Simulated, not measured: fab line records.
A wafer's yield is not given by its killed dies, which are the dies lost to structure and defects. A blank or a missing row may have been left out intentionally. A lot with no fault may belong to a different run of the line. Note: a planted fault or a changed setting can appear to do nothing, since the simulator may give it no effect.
A struck lot beside a sound one -- flow sky130 -- 37 out of 708 route steps
Sound: wafers L304.4, L304.5, L304.6. The struck wafers were L293.3, L293.5, L293.6. The cause comes at the end.
At each step with rows: each side's tool, then ch and its chambers, then its first start. Under that, the readings that differ: sound wafers -- struck wafers -- difference of the means -- sigmas: that difference in standard deviations of wafers without a fault.
alike: readings with means less than 2 such deviations apart, plus words and numbers identical on both sides. not compared: withheld readings, readings lacking a value on some wafer, bounds such as >300 that could conceal the same value, and numbers that have no deviation in the record and whose values overlap.
The two part at a step that has a row with sigmas, a row that says differs or no value, or rows on one side only. Numbers that don't overlap but have no deviation are shown without sigmas and don't part them. A reading missing from all wafers of one side parts the sides only when that side holds two or more wafers.

first, 10 steps without rows for these wafers: SKY_LDD_LDN_SOFTBAKE_03 (time 60 s); SKY_LDD_LDN_EXPOSE_04 (exposes mask LDNTM, target cd 700 nm); SKY_LDD_LDN_PEB_05; SKY_LDD_LDN_DEVELOP_06 (develop time 60 s); SKY_LDD_LDN_IMPLANT_08; SKY_LDD_LDN_IMPLANT_09; SKY_LDD_LDN_IMPLANT_10; SKY_LDD_LDN_IMPLANT_11; SKY_LDD_LDN_STRIP_12 (strips in O2/N2); SKY_LDD_LDN_CLEAN_14 (cleans in SC1/SC2, time 150 s).
SKY_SPACER_CVD_00: deposits Si3N4 from DCS/NH3, target thk 43.1 nm, time 740 s.
  sound on lpcvd-02 ch 0, day 29 18:14; struck on lpcvd-02 ch 1, day 26 20:14
reading,sound,struck,difference,sigmas
model.Si3N4_of_SPACER_CVD_00.thk-nm (nm),42.33 42.28 42.77,37.97 38.31 38.2,-4.30,
  alike: spike-tc-top-C, zone-power-upper-pct
SKY_SPACER_THK_MEAS_01:
  sound on film-metro-01 at day 29 19:28; struck on film-metro-04 at day 26 21:28
reading,sound,struck,difference,sigmas
SPACER_CVD_00_THK (nm),42.3 42.3 42.8,38.0 38.3 38.2,-4.3,-10
SKY_SPACER_ETCHBACK_02: etches Si3N4 in CH3F/O2, stops on SiO2, time 46.7 s, target depth 45 nm.
  sound on rie-diel-01 ch 1,2,3, day 29 19:29; struck on rie-diel-02 ch 2,3, day 26 21:30
reading,sound,struck,difference,sigmas
oes-product-au (a.u.),0.846 0.842 0.858,0.801 0.808 0.802,-0.045,-6
model.etch.depth-nm (nm),42.33 42.28 42.77,37.97 38.31 38.2,-4.30,
  alike: bias-w, drypump-motor-current-A, rf-fwd-power-W, throttle-valve-pct
  not compared: rf-hours-counter-h
then, 22 steps without rows for these wafers: SKY_POLY_CUT_DEHYDRATE_00 (time 60 s); SKY_POLY_CUT_HMDS_01 (prime time 60 s); SKY_POLY_CUT_COAT_02 (resist thk 60 nm); SKY_POLY_CUT_COAT_03 (resist thk 450 nm); SKY_POLY_CUT_SOFTBAKE_04 (time 90 s); SKY_POLY_CUT_EXPOSE_05 (exposes mask NPCM, target cd 270 nm); SKY_POLY_CUT_PEB_06; SKY_POLY_CUT_DEVELOP_07 (develop time 60 s); SKY_POLY_CUT_ETCH_10 (etches BARC in N2/H2, stops on SiO2, time 45.9 s, target depth 60 nm); SKY_POLY_CUT_ETCH_11 (etches Si3N4 in CF4/CH2F2/Ar, stops on poly-Si, time 42.5 s, target depth 60 nm); SKY_POLY_CUT_STRIP_12 (strips in O2/N2); SKY_SD_P_DEHYDRATE_00 (time 60 s); SKY_SD_P_HMDS_01 (prime time 60 s); SKY_SD_P_COAT_02 (resist thk 1140 nm); SKY_SD_P_SOFTBAKE_03 (time 60 s); SKY_SD_P_EXPOSE_04 (exposes mask PSDM, target cd 380 nm); SKY_SD_P_PEB_05; SKY_SD_P_DEVELOP_06 (develop time 60 s); SKY_SD_P_IMPLANT_09; SKY_SD_P_STRIP_10 (strips in O2/N2); SKY_RES_XHIGH_DEHYDRATE_00 (time 60 s); SKY_RES_XHIGH_HMDS_01 (prime time 60 s).
-- the record jumps here: 5 days lie between the struck wafers' starts before and after (it left off in module RES_XHIGH and takes up again in module SALICIDE, whose first step shown is number 361 of the route) --
SKY_SALICIDE_CLEAN_00: cleans in HF-last, time 30 s.
  sound on wet-bench-03 ch 0, day 34 08:38; struck on wet-bench-01 ch 0, day 31 12:23
reading,sound,struck,difference,sigmas
model.Si3N4_of_SPACER_CVD_00.thk-nm (nm),41.36 41.3 41.79,36.99 37.33 37.22,-4.30,
-- the record jumps here: 17 days lie between the struck wafers' starts before and after (it left off in module SALICIDE and takes up again in module PAD_OPEN, whose first step shown is number 708 of the route) --
SKY_PAD_OPEN_PROBE_99:
  sound on prober-01 at day 50 07:51; struck on prober-02 at day 48 11:36
reading,sound,struck,difference,sigmas
model.etest.pfet_01v8.r-on-ohm-um,2838 2847 2760,2865 2868 2878,+55,
model.etest.pfet_01v8.drive-ua-um,199.9 201.1 204.9,193.5 191.4 190,-10.3,
model.etest.pfet_01v8_hvt.drive-ua-um,148.3 148.5 151.5,145.1 144.6 141.9,-5.6,
model.etest.pfet_01v8_hvt.off-log10-a-um,-12.79 -12.86 -12.81,-12.87 -12.94 -13.07,-0.14,
model.etest.nfet-g5v0d10v5.off-log10-a-um,-13.85 -13.85 -13.83,-13.76 -13.79 -13.62,+0.12,
  alike: killed_at_M0_to_M3, killed_at_M4_up, killed-at-contacts, killed-at-front-end, killed-at-other, killed-dies, killed-open, killed-short
  not compared: model.etest.nfet-g5v0d10v5.r-on-ohm-um, model.etest.sonos-uncharged.r-on-ohm-um

## WHERE THEY PART
First at SKY_SPACER_THK_MEAS_01; last, within this record, at SKY_SPACER_ETCHBACK_02. Later steps at which nothing parts them and some readings are alike: SKY_PAD_OPEN_PROBE_99.

WHY: the cause the simulator had injected
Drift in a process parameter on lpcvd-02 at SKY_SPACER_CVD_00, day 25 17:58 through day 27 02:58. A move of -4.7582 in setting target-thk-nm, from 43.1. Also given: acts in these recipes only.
